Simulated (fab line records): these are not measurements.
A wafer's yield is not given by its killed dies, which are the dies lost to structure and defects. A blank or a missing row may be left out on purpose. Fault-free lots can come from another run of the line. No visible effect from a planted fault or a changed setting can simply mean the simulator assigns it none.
fab line records	flow sky130
record: lots: 12	wafers: 36	last_day: 50
route steps=708 shown VT_ADJUST_HVTP@93 VT_ADJUST_LVTN@106 VT_ADJUST_HVTR@134 PAD_OPEN@708
lots untouched by any fault: they come from a run of this same line in which no faults occurred
start_h: start of the lot's first displayed wafer, in hours after the record's first day	wait_h: hours elapsed since this lot's preceding step	" unchanged from the row above	L1.1+2: a row that stands for several wafers	- either no value or no given start	* or withheld: withheld	< > ~ a bound
route shown NAME@n: NAME is a module with steps in the file, n the number in the route of the first one	usual: mean and standard deviation over wafers with no fault	same: alike in all rows	chamber/n: place in a boat	sites: per-site readings	_std_site: standard deviation of those values	_edge_site: inner sites' mean taken away from outer sites' mean	radius_mm: for every site, how far away it sits from the centre of the wafer	mask NAME#n: copy n	behind: the last tool/chamber to shape the wafer	hold: the reason the lot was held/the length of the hold in hours/how it ended	device: the n, p or np transistor that did not switch	end of line: the tests these same wafers got at the end of their route	a step without rows: its recipe alone	killed: count of dies lost to structure and defects at first sort (not the wafer's yield)	map: a wafer's dies, x killed, . not, _ none there
set.NAME: the run value of the setting; set.NAME@STEP: its run value at that earlier step	model.NAME: the simulator's own value behind a step, which no gauge read
a sample of lots followed through the steps of the route, with each step as a table and each wafer as a row
services: a tool's chamber out of use, with start hour (start_h, from the record's first day; less than 0 if before it), hours out, and reason
== steps ==
step: SKY_VT_ADJUST_HVTP_OVL_MEAS_08
usual: VT_ADJUST_HVTP_OVL: 0.3/1.3
lot.wafer	tool	chamber	start_h	wait_h	VT_ADJUST_HVTP_OVL[nm]
L672.1	overlay-02	-	154.04	0.1	-2.2
L672.2	"	-	"	"	-1.4
L672.4	"	-	"	"	-2.0
L671.1	overlay-01	-	154.34	0.1	0.7
L671.5	"	-	"	"	1.3
L671.6	"	-	"	"	2.1
L675.4	overlay-01	-	169.86	0.1	1.3
L675.5	"	-	"	"	0.3
L675.6	"	-	"	"	1.1
L679.2	overlay-01	-	188.58	0.1	1.8
L679.3	"	-	"	"	-0.3
L679.6	"	-	"	"	-0.9
L680.3	overlay-01	-	196.54	0.1	1.0
L680.5	"	-	"	"	1.2
L680.6	"	-	"	"	2.8
L683.1	overlay-02	-	212.06	0.1	0.9
L683.2	"	-	"	"	0.3
L683.3	"	-	"	"	0.9
L686.2	overlay-01	-	233.07	0.1	0.1
L686.5	"	-	"	"	1.2
L686.6	"	-	"	"	0.2
L688.2	overlay-02	-	243.05	0.1	1.1
L688.3	"	-	"	"	1.7
L688.4	"	-	"	"	0.4
L689.3	overlay-01	-	248.58	0.1	-1.9
L689.4	"	-	"	"	0.3
L689.5	"	-	"	"	-0.9
L690.1	overlay-01	-	256.47	0.1	0.7
L690.3	"	-	"	"	1.7
L690.5	"	-	"	"	0.7
L691.4	overlay-01	-	260.41	0.1	-0.5
L691.5	"	-	"	"	-0.4
L691.6	"	-	"	"	-0.8
L692.2	overlay-01	-	267.72	0.1	0.8
L692.5	"	-	"	"	0.4
L692.6	"	-	"	"	1.0
step: SKY_VT_ADJUST_LVTN_STRIP_09
recipe: chemistry: O2/N2	power_w: 1400	pressure_mtorr: 1500	platen_temp_c: withheld	o2_flow_sccm: 3000	n2_flow_sccm: 300	overash_fraction: 0.5
usual: drypump_motor_current_A: 5.7/0.45	n2_flow_sccm: 299.7/0.89	oes_product_au: 0.723/0.0049	strip_time_to_endpoint_s: 36.95/0.11
lot.wafer	tool	chamber	start_h	wait_h	drypump_motor_current_A	n2_flow_sccm	oes_product_au	rf_hours_counter_h	strip_time_to_endpoint_s
L672.1	plasma_asher-04	0	174.82	0.1	6.2	300.1	0.711	39	36.82
L672.2	"	1	"	"	5.5	298.3	0.719	39	36.91
L672.4	"	0	"	"	6.2	299.1	0.725	-	36.87
L671.1	plasma_asher-03	0	175.17	0.1	6.1	298.8	0.728	6	36.92
L671.5	"	1	"	"	5.7	299.6	0.729	-	36.88
L671.6	"	0	"	"	6.1	299.2	0.728	-	36.97
L675.4	plasma_asher-02	1	191.46	0.1	4.7	298.6	0.715	-	37.06
L675.5	"	1	"	"	4.7	298.4	0.727	-	37.02
L675.6	"	0	"	"	5.2	299.1	0.721	-	37.01
L679.2	plasma_asher-03	0	210.86	0.1	6.2	301.2	0.723	9	37.12
L679.3	"	1	"	"	5.6	300.0	0.720	-	37.13
L679.6	"	1	"	"	5.7	301.3	0.726	-	37.28
L680.3	plasma_asher-02	0	219.82	0.1	5.2	298.9	0.719	-	36.92
L680.5	"	1	"	"	4.7	299.4	0.726	-	36.99
L680.6	"	0	"	"	5.2	300.2	0.715	-	36.84
L683.1	plasma_asher-03	0	234.54	0.1	6.1	301.0	0.728	12	36.98
L683.2	"	1	"	"	5.6	299.0	0.725	12	37.08
L683.3	"	0	"	"	6.1	300.6	0.722	-	36.96
L686.2	plasma_asher-03	1	257.23	0.1	5.6	299.9	0.724	14	37.02
L686.5	"	1	"	"	5.6	299.9	0.718	-	37.02
L686.6	"	0	"	"	6.1	299.3	0.725	-	37.00
L688.2	plasma_asher-04	0	267.48	0.1	6.2	300.9	0.714	49	37.01
L688.3	"	1	"	"	5.5	300.2	0.725	-	36.95
L688.4	"	0	"	"	6.2	300.3	0.727	-	37.03
L689.3	plasma_asher-02	0	273.12	0.1	5.2	298.8	0.725	-	37.02
L689.4	"	1	"	"	4.7	300.4	0.722	-	37.10
L689.5	"	1	"	"	4.7	298.6	0.719	-	37.06
L690.1	plasma_asher-03	0	281.23	0.1	6.1	299.2	0.723	16	36.98
L690.3	"	1	"	"	5.7	299.6	0.725	-	36.98
L690.5	"	1	"	"	5.7	301.2	0.727	-	36.97
L691.4	plasma_asher-03	0	284.85	0.1	6.1	298.5	0.715	-	36.93
L691.5	"	1	"	"	5.6	301.1	0.721	-	36.81
L691.6	"	0	"	"	6.0	300.1	0.726	-	37.01
L692.2	plasma_asher-02	0	293.74	0.1	5.2	301.0	0.716	65	36.91
L692.5	"	1	"	"	4.7	300.7	0.723	-	36.94
L692.6	"	0	"	"	5.3	299.5	0.738	-	36.88
step: SKY_VT_ADJUST_LVTN_STRIP_20
recipe: chemistry: O2/N2	power_w: 1400	pressure_mtorr: 1500	platen_temp_c: withheld	o2_flow_sccm: 3000	n2_flow_sccm: 300	overash_fraction: 0.5
usual: drypump_motor_current_A: 5.8/0.4	n2_flow_sccm: 299.8/0.83	oes_product_au: 0.716/0.0047	strip_time_to_endpoint_s: 14.18/0.042
lot.wafer	tool	chamber	start_h	wait_h	drypump_motor_current_A	n2_flow_sccm	oes_product_au	rf_hours_counter_h	strip_time_to_endpoint_s
L672.1	plasma_asher-04	1	195.47	0.1	5.5	300.4	0.715	41	14.12
L672.2	"	0	"	"	6.2	299.6	0.704	41	14.16
L672.4	"	0	"	"	6.2	300.9	0.717	-	14.13
L671.1	plasma_asher-03	1	195.69	0.1	5.7	299.7	0.718	8	14.26
L671.5	"	1	"	"	5.6	300.2	0.713	-	14.27
L671.6	"	0	"	"	6.1	300.7	0.714	-	14.26
L675.4	plasma_asher-04	1	213.56	0.1	5.5	298.5	0.711	-	14.15
L675.5	"	1	"	"	5.4	299.1	0.714	-	14.16
L675.6	"	0	"	"	6.2	300.2	0.715	-	14.15
L679.2	plasma_asher-03	1	232.64	0.1	5.6	300.2	0.713	11	14.19
L679.3	"	0	"	"	6.1	299.6	0.711	-	14.21
L679.6	"	0	"	"	6.1	298.5	0.720	-	14.14
L680.3	plasma_asher-04	1	242.56	0.1	5.5	299.6	0.714	-	14.16
L680.5	"	0	"	"	6.2	299.7	0.712	-	14.18
L680.6	"	1	"	"	5.5	299.8	0.714	-	14.12
L683.1	plasma_asher-03	0	259.08	0.1	6.1	300.0	0.725	14	14.21
L683.2	"	1	"	"	5.6	299.1	0.714	14	14.14
L683.3	"	0	"	"	6.1	299.0	0.708	-	14.16
L686.2	plasma_asher-02	0	281.87	0.1	5.2	300.0	0.720	64	14.15
L686.5	"	0	"	"	5.2	299.9	0.725	-	14.16
L686.6	"	1	"	"	4.7	299.6	0.718	-	14.14
L688.2	plasma_asher-04	0	293.39	0.1	6.2	300.0	0.719	51	14.17
L688.3	"	0	"	"	6.2	300.4	0.712	-	14.11
L688.4	"	1	"	"	5.5	300.2	0.713	-	14.15
L689.3	plasma_asher-04	1	297.86	0.1	5.5	300.4	0.723	-	14.15
L689.4	"	0	"	"	6.2	299.8	0.710	-	14.12
L689.5	"	1	"	"	5.5	299.5	0.712	-	14.18
L690.1	plasma_asher-02	1	307.53	0.1	4.7	299.9	0.705	66	14.21
L690.3	"	1	"	"	4.7	300.0	0.716	-	14.25
L690.5	"	1	"	"	4.7	300.2	0.725	-	14.22
L691.4	plasma_asher-03	1	309.62	0.1	5.7	299.5	0.710	-	14.11
L691.5	"	0	"	"	6.1	301.7	0.713	-	14.11
L691.6	"	1	"	"	5.6	298.3	0.722	-	14.08
L692.2	plasma_asher-04	0	319.29	0.1	6.2	298.3	0.722	53	14.16
L692.5	"	1	"	"	5.5	299.8	0.721	-	14.19
L692.6	"	0	"	"	6.2	301.2	0.711	-	14.16
step: SKY_VT_ADJUST_HVTR_SOFTBAKE_03
recipe: temp_c: 90	time_s: 60	resist: NOVOLAK
usual: heater_power_total_W: 56.60/0.046	resist_line_temp_C: 22.99/0.093	run_length_s: 89.28/0.11
lot.wafer	tool	chamber	start_h	wait_h	heater_power_total_W	resist_line_temp_C	run_length_s
L672.1	litho_track-04	0	227.79	0.1	56.64	23.05	89.21
L672.2	"	0	"	"	56.61	23.06	89.26
L672.4	"	0	"	"	56.57	22.81	89.30
L671.1	litho_track-03	0	228.84	0.1	56.55	23.02	89.31
L671.5	"	0	"	"	56.57	23.04	89.11
L671.6	"	0	"	"	56.58	22.79	89.20
L675.4	litho_track-02	0	247.90	0.1	56.56	22.87	89.37
L675.5	"	0	"	"	56.57	23.02	89.20
L675.6	"	0	"	"	56.55	22.94	89.37
L679.2	litho_track-02	0	268.50	0.1	56.65	23.05	89.17
L679.3	"	0	"	"	56.59	22.87	89.12
L679.6	"	0	"	"	56.52	23.09	89.13
L680.3	litho_track-03	0	278.64	0.1	56.55	23.17	89.25
L680.5	"	0	"	"	56.65	23.09	89.16
L680.6	"	0	"	"	56.58	22.95	89.19
L683.1	litho_track-02	0	296.72	0.1	56.58	22.86	89.39
L683.2	"	0	"	"	56.62	23.05	89.25
L683.3	"	0	"	"	56.63	22.98	89.15
L686.2	litho_track-02	0	321.30	0.1	58.63	23.08	83.21
L686.5	"	0	"	"	56.55	22.90	89.14
L686.6	"	0	"	"	58.58	23.02	83.55
L688.2	litho_track-02	0	332.30	0.1	58.58	22.85	83.32
L688.3	"	0	"	"	56.58	22.93	89.31
L688.4	"	0	"	"	56.60	22.96	89.46
L689.3	litho_track-04	0	337.08	0.1	56.65	23.02	89.36
L689.4	"	0	"	"	56.64	23.07	89.51
L689.5	"	0	"	"	56.59	23.08	89.39
L690.1	litho_track-04	0	347.03	0.1	56.62	22.91	89.38
L690.3	"	0	"	"	56.71	23.12	89.27
L690.5	"	0	"	"	56.66	23.11	89.28
L691.4	litho_track-04	0	349.91	0.1	56.62	22.93	89.21
L691.5	"	0	"	"	56.57	23.06	89.34
L691.6	"	0	"	"	56.67	23.02	89.39
L692.2	litho_track-03	0	359.02	0.1	56.49	23.03	89.13
L692.5	"	0	"	"	56.64	23.01	89.14
L692.6	"	0	"	"	56.70	23.00	89.45
step: SKY_PAD_OPEN_PROBE_99
usual: killed_at_M0_to_M3: 42/7.4	killed_at_M4_up: 3.5/1.9	killed_at_contacts: 24/5.2	killed_at_front_end: 15/4.5	killed_at_other: 0.2/0.53	killed_dies: 85/9.8	killed_open: 46/7.6	killed_short: 39/6.5
same: gross_dies: 492	killed_at_back_side: 0
lot.wafer	tool	chamber	start_h	wait_h	killed_at_M0_to_M3	killed_at_M4_up	killed_at_contacts	killed_at_front_end	killed_at_other	killed_dies	killed_open	killed_short
L671.1	prober-01	-	1106.72	0.1	46	5	26	8	0	85	51	34
L671.5	prober-01	-	1106.92	0.2	45	4	24	8	0	81	45	36
L671.6	prober-01	-	1106.97	0.2	52	2	19	20	0	93	50	43
L672.1	prober-02	-	1106.92	0.1	40	6	22	15	0	83	43	40
L672.2	prober-02	-	1106.97	0.1	49	6	23	12	0	90	52	38
L672.4	prober-02	-	1107.07	0.2	54	2	23	14	0	93	52	41
L679.2	prober-01	-	1151.37	0.1	42	2	20	18	0	82	38	44
L679.3	prober-01	-	1151.42	0.2	45	3	23	10	0	81	44	37
L679.6	prober-01	-	1151.57	0.2	41	4	22	12	0	79	41	38
L680.3	prober-02	-	1159.45	0.2	37	4	19	22	0	82	50	32
L680.5	prober-02	-	1159.55	0.2	50	6	25	12	1	94	54	40
L680.6	prober-02	-	1159.60	0.2	43	4	19	19	0	85	46	39
L675.4	prober-01	-	1161.72	0.2	45	4	16	22	1	88	49	39
L675.5	prober-01	-	1161.77	0.2	43	7	24	9	0	83	33	50
L675.6	prober-01	-	1161.82	0.2	37	6	20	15	0	78	37	41
L683.1	prober-01	-	1164.22	0.1	45	2	21	14	0	82	53	29
L683.2	prober-01	-	1164.27	0.1	40	8	27	13	0	88	42	46
L683.3	prober-01	-	1164.32	0.2	50	1	28	15	0	94	57	37
L686.2	prober-01	-	1178.60	0.1	49	5	21	11	0	86	51	35
L686.5	prober-01	-	1178.75	0.2	45	6	28	13	0	92	57	35
L686.6	prober-01	-	1178.80	0.2	53	1	31	11	0	96	64	32
L689.3	prober-01	-	1185.60	0.4	39	4	28	17	0	88	42	46
L689.4	prober-01	-	1185.65	0.5	49	3	19	16	0	87	53	33
L689.5	prober-01	-	1185.70	0.5	42	5	22	19	0	88	47	39
L688.2	prober-01	-	1186.75	0.1	52	1	26	19	0	98	60	38
L688.3	prober-01	-	1186.80	0.2	45	2	21	16	1	85	44	41
L688.4	prober-01	-	1186.85	0.2	41	5	26	10	0	82	48	34
L690.1	prober-01	-	1187.95	0.1	45	6	21	14	1	87	48	39
L690.3	prober-01	-	1188.05	0.2	35	4	29	15	0	83	53	29
L690.5	prober-01	-	1188.15	0.2	38	1	17	6	0	62	37	25
L691.4	prober-02	-	1194.52	0.2	31	3	21	16	0	71	37	34
L691.5	prober-02	-	1194.57	0.2	43	2	20	19	0	84	39	45
L691.6	prober-02	-	1194.62	0.2	33	2	32	18	0	85	47	38
L692.2	prober-01	-	1200.09	0.1	34	3	28	21	0	86	41	45
L692.5	prober-01	-	1200.24	0.2	45	5	23	22	0	95	47	48
L692.6	prober-01	-	1200.29	0.2	46	3	16	17	0	82	47	35
killed by level:class
L671.1 VIA1:geometric_particle:open=15 CONTACT:geometric_particle:open=11 VIA3:geometric_particle:open=9 LI_CONTACT:geometric_particle:open=8 METAL2:geometric_particle:short=7 METAL1:geometric_particle:short=4 METAL4:geometric_particle:short=4 FIELD_ISO:geometric_particle:short=3
L672.1 CONTACT:geometric_particle:open=9 METAL1:geometric_particle:short=7 VIA1:geometric_particle:open=6 VIA2:geometric_particle:open=6 POLY_GATE:geometric_particle:open=5 CONTACT:geometric_particle:short=5 LI_CONTACT:geometric_particle:open=4 VIA3:geometric_particle:open=4
L671.5 VIA1:geometric_particle:open=11 VIA2:geometric_particle:open=9 LI_CONTACT:geometric_particle:open=8 CONTACT:geometric_particle:open=6 METAL2:geometric_particle:short=6 VIA1:geometric_particle:short=5 LI_CONTACT:geometric_particle:short=4 METAL1:geometric_particle:short=4
L672.2 VIA1:geometric_particle:open=14 VIA2:geometric_particle:open=9 CONTACT:geometric_particle:open=8 LI_CONTACT:geometric_particle:open=7 VIA3:geometric_particle:open=7 VIA1:geometric_particle:short=5 METAL2:geometric_particle:short=5 VIA2:geometric_particle:short=5
L671.6 VIA1:geometric_particle:open=16 METAL1:geometric_particle:short=9 METAL2:geometric_particle:short=7 FIELD_ISO:geometric_particle:short=6 FIELD_ISO:geometric_particle:open=6 CONTACT:geometric_particle:open=5 VIA3:geometric_particle:open=5 POLY_GATE:geometric_particle:short=4
L672.4 VIA1:geometric_particle:open=14 CONTACT:geometric_particle:open=9 METAL2:geometric_particle:short=9 METAL1:geometric_particle:short=9 VIA2:geometric_particle:open=8 VIA3:geometric_particle:open=7 CONTACT:geometric_particle:short=6 FIELD_ISO:geometric_particle:open=4
L679.2 VIA1:geometric_particle:open=10 CONTACT:geometric_particle:open=8 VIA1:geometric_particle:short=7 CONTACT:geometric_particle:short=5 METAL1:geometric_particle:short=5 FIELD_ISO:geometric_particle:short=4 SPACER:geometric_particle:short=4 METAL2:geometric_particle:short=4
L679.3 VIA1:geometric_particle:open=12 VIA3:geometric_particle:open=10 CONTACT:geometric_particle:open=8 LI_CONTACT:geometric_particle:short=5 LI_CONTACT:geometric_particle:open=5 METAL1:geometric_particle:short=5 CONTACT:geometric_particle:short=4 METAL2:geometric_particle:short=4
L679.6 VIA1:geometric_particle:open=12 CONTACT:geometric_particle:open=6 VIA2:geometric_particle:open=6 VIA3:geometric_particle:open=6 LI_CONTACT:geometric_particle:open=5 CONTACT:geometric_particle:short=5 VIA1:geometric_particle:short=5 VIA2:geometric_particle:short=4
L680.3 FIELD_ISO:geometric_particle:open=7 VIA2:geometric_particle:open=7 VIA1:geometric_particle:open=7 VIA3:geometric_particle:open=7 CONTACT:geometric_particle:open=6 LI_CONTACT:geometric_particle:open=4 LOCAL_INTERCONNECT:geometric_particle:short=4 CONTACT:geometric_particle:short=4
L680.5 VIA2:geometric_particle:open=17 VIA1:geometric_particle:open=9 LI_CONTACT:geometric_particle:open=7 CONTACT:geometric_particle:open=6 POLY_GATE:geometric_particle:open=5 VIA1:geometric_particle:short=5 METAL2:geometric_particle:short=5 CONTACT:geometric_particle:short=4
L680.6 CONTACT:geometric_particle:open=10 VIA1:geometric_particle:open=9 VIA2:geometric_particle:open=6 VIA3:geometric_particle:open=6 METAL1:geometric_particle:short=5 METAL2:geometric_particle:short=5 VIA2:geometric_particle:short=5 FIELD_ISO:geometric_particle:open=4
L675.4 METAL1:geometric_particle:short=10 VIA1:geometric_particle:open=10 LI_CONTACT:geometric_particle:open=7 VIA3:geometric_particle:open=6 FIELD_ISO:geometric_particle:open=5 VIA2:geometric_particle:open=5 METAL2:geometric_particle:short=5 FIELD_ISO:geometric_particle:short=4
L675.5 VIA3:geometric_particle:open=9 METAL1:geometric_particle:short=8 METAL4:geometric_particle:short=7 CONTACT:geometric_particle:open=7 METAL2:geometric_particle:short=7 LOCAL_INTERCONNECT:geometric_particle:short=6 VIA3:geometric_particle:short=5 POLY_GATE:geometric_particle:short=4
L675.6 LI_CONTACT:geometric_particle:open=8 VIA1:geometric_particle:open=8 VIA1:geometric_particle:short=5 METAL4:geometric_particle:short=5 METAL2:geometric_particle:short=5 POLY_GATE:geometric_particle:open=4 METAL1:geometric_particle:short=4 FIELD_ISO:geometric_particle:open=3
L683.1 VIA1:geometric_particle:open=14 VIA2:geometric_particle:open=9 LI_CONTACT:geometric_particle:open=8 CONTACT:geometric_particle:open=8 METAL2:geometric_particle:short=5 POLY_GATE:geometric_particle:open=4 SPACER:geometric_particle:short=3 CONTACT:geometric_particle:short=3
L683.2 CONTACT:geometric_particle:open=11 VIA1:geometric_particle:open=8 METAL4:geometric_particle:short=7 FIELD_ISO:geometric_particle:short=6 VIA2:geometric_particle:open=6 METAL1:geometric_particle:short=6 LI_CONTACT:geometric_particle:open=5 CONTACT:geometric_particle:short=5
L683.3 VIA1:geometric_particle:open=17 CONTACT:geometric_particle:open=10 METAL2:geometric_particle:short=8 LI_CONTACT:geometric_particle:open=8 FIELD_ISO:geometric_particle:open=6 METAL1:geometric_particle:short=6 VIA2:geometric_particle:open=5 CONTACT:geometric_particle:short=5
L686.2 VIA1:geometric_particle:open=12 LI_CONTACT:geometric_particle:open=8 METAL2:geometric_particle:short=7 METAL2:geometric_particle:open=6 CONTACT:geometric_particle:open=5 VIA3:geometric_particle:open=5 VIA2:geometric_particle:open=5 POLY_GATE:geometric_particle:short=4
L686.5 VIA1:geometric_particle:open=11 LI_CONTACT:geometric_particle:open=10 CONTACT:geometric_particle:open=9 VIA2:geometric_particle:open=7 METAL2:geometric_particle:short=6 VIA3:geometric_particle:open=6 CONTACT:geometric_particle:short=5 VIA1:geometric_particle:short=5
L686.6 VIA1:geometric_particle:open=15 CONTACT:geometric_particle:open=13 VIA3:geometric_particle:open=10 VIA2:geometric_particle:open=9 METAL2:geometric_particle:short=7 LI_CONTACT:geometric_particle:short=6 LI_CONTACT:geometric_particle:open=6 FIELD_ISO:geometric_particle:open=3
L689.3 CONTACT:geometric_particle:open=8 VIA2:geometric_particle:open=8 VIA1:geometric_particle:open=8 LOCAL_INTERCONNECT:geometric_particle:short=7 POLY_GATE:geometric_particle:short=5 FIELD_ISO:geometric_particle:short=4 LI_CONTACT:geometric_particle:open=4 LI_CONTACT:geometric_particle:short=4
L689.4 VIA1:geometric_particle:open=12 CONTACT:geometric_particle:open=11 VIA2:geometric_particle:open=8 VIA2:geometric_particle:short=7 FIELD_ISO:geometric_particle:short=5 LOCAL_INTERCONNECT:geometric_particle:short=4 METAL1:geometric_particle:short=4 VIA3:geometric_particle:open=4
L689.5 CONTACT:geometric_particle:open=10 VIA3:geometric_particle:open=10 VIA1:geometric_particle:open=9 POLY_GATE:geometric_particle:short=6 METAL1:geometric_particle:short=6 LI_CONTACT:geometric_particle:open=5 METAL2:geometric_particle:short=5 FIELD_ISO:geometric_particle:open=4
L688.2 VIA1:geometric_particle:open=16 CONTACT:geometric_particle:open=10 LI_CONTACT:geometric_particle:open=9 VIA2:geometric_particle:open=9 FIELD_ISO:geometric_particle:short=7 FIELD_ISO:geometric_particle:open=7 METAL1:geometric_particle:short=6 VIA1:geometric_particle:short=5
L688.3 VIA1:geometric_particle:open=11 CONTACT:geometric_particle:open=7 VIA2:geometric_particle:open=7 VIA3:geometric_particle:short=5 VIA2:geometric_particle:short=5 VIA1:geometric_particle:short=5 METAL3:geometric_particle:short=4 FIELD_ISO:geometric_particle:short=3
L688.4 VIA1:geometric_particle:open=10 CONTACT:geometric_particle:open=9 METAL1:geometric_particle:short=9 LI_CONTACT:geometric_particle:open=8 VIA3:geometric_particle:open=6 CONTACT:geometric_particle:short=5 VIA1:geometric_particle:short=4 VIA2:geometric_particle:open=4
L690.1 VIA2:geometric_particle:open=11 CONTACT:geometric_particle:open=9 FIELD_ISO:geometric_particle:short=7 VIA1:geometric_particle:open=7 VIA3:geometric_particle:open=6 VIA2:geometric_particle:short=5 FIELD_ISO:geometric_particle:open=4 METAL1:geometric_particle:short=4
L690.3 LI_CONTACT:geometric_particle:open=13 VIA3:geometric_particle:open=8 POLY_GATE:geometric_particle:open=6 CONTACT:geometric_particle:short=6 VIA1:geometric_particle:open=6 LI_CONTACT:geometric_particle:short=5 VIA2:geometric_particle:open=4 FIELD_ISO:geometric_particle:open=3
L690.5 CONTACT:geometric_particle:open=7 LI_CONTACT:geometric_particle:open=6 METAL1:geometric_particle:short=6 VIA1:geometric_particle:open=6 VIA3:geometric_particle:open=5 METAL2:geometric_particle:short=5 VIA2:geometric_particle:open=5 POLY_GATE:geometric_particle:short=3
L691.4 LI_CONTACT:geometric_particle:open=8 LOCAL_INTERCONNECT:geometric_particle:short=7 VIA3:geometric_particle:open=6 VIA1:geometric_particle:open=5 FIELD_ISO:geometric_particle:open=4 VIA1:geometric_particle:short=4 POLY_GATE:geometric_particle:open=3 CONTACT:geometric_particle:open=3
L691.5 LOCAL_INTERCONNECT:geometric_particle:short=7 VIA2:geometric_particle:open=7 METAL1:geometric_particle:short=6 VIA1:geometric_particle:open=6 VIA3:geometric_particle:open=6 VIA1:geometric_particle:short=5 VIA2:geometric_particle:short=5 FIELD_ISO:geometric_particle:short=4
L691.6 CONTACT:geometric_particle:open=12 CONTACT:geometric_particle:short=8 FIELD_ISO:geometric_particle:short=7 VIA2:geometric_particle:open=6 VIA1:geometric_particle:open=6 VIA2:geometric_particle:short=6 FIELD_ISO:geometric_particle:open=5 LI_CONTACT:geometric_particle:open=5
L692.2 CONTACT:geometric_particle:open=9 LI_CONTACT:geometric_particle:open=8 METAL3:geometric_particle:short=8 LOCAL_INTERCONNECT:geometric_particle:short=6 FIELD_ISO:geometric_particle:open=5 VIA1:geometric_particle:open=5 VIA3:geometric_particle:open=5 POLY_GATE:geometric_particle:short=4
L692.5 VIA1:geometric_particle:open=12 METAL1:geometric_particle:short=8 CONTACT:geometric_particle:open=7 POLY_GATE:geometric_particle:open=6 LOCAL_INTERCONNECT:geometric_particle:short=6 VIA3:geometric_particle:open=6 FIELD_ISO:geometric_particle:short=5 METAL4:geometric_particle:short=5
L692.6 VIA1:geometric_particle:open=18 CONTACT:geometric_particle:open=7 VIA2:geometric_particle:open=7 FIELD_ISO:geometric_particle:short=5 METAL3:geometric_particle:short=5 FIELD_ISO:geometric_particle:open=4 POLY_GATE:geometric_particle:open=3 POLY_GATE:geometric_particle:short=3
== services ==
tool	chamber	start_h	hours	kind
plasma_asher-04	-	163.27	1.4	repair
plasma_asher-03	-	235.66	2.8	pm
plasma_asher-03	-	291.16	0.9	repair
plasma_asher-02	-	313.37	14.7	repair
plasma_asher-04	-	337.45	3.7	repair
plasma_asher-03	-	350.64	2.9	repair
== key ==
first_sign: step: SKY_VT_ADJUST_HVTR_SOFTBAKE_03	reading: run_length_s	direction: down	sigmas: 52	usual: *	struck: *
effect: step: SKY_VT_ADJUST_HVTR_SOFTBAKE_03	reading: heater_power_total_W	direction: up	sigmas: 43	usual: *	struck: *
met_at SKY_VT_ADJUST_HVTR_SOFTBAKE_03
struck_lots L686,L688
struck_wafers L686.2,L686.6,L688.2
tester_left_out L686,L688
not_acting_at SKY_VT_ADJUST_HVTP_OVL_MEAS_08,SKY_VT_ADJUST_LVTN_STRIP_09,SKY_VT_ADJUST_LVTN_STRIP_20
onset_between 296.72 321.30
fault: kind: process_parameter_drift	tool: litho_track-02	chamber: -	onset_h: 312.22	steps: SKY_VT_ADJUST_HVTR_SOFTBAKE_03	channel: time_s	offset: *	shape: step	end_h: 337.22	scope: struck_wafers_only	acts_in: *	stated: *
tester_left_out: of these lots the tester's yield and bins aren't shown, on N5 and GAA mostly nor the transistor test; their killed dies are dies lost to structure and defects alone, not to doping, threshold or leakage, so they don't give the yield
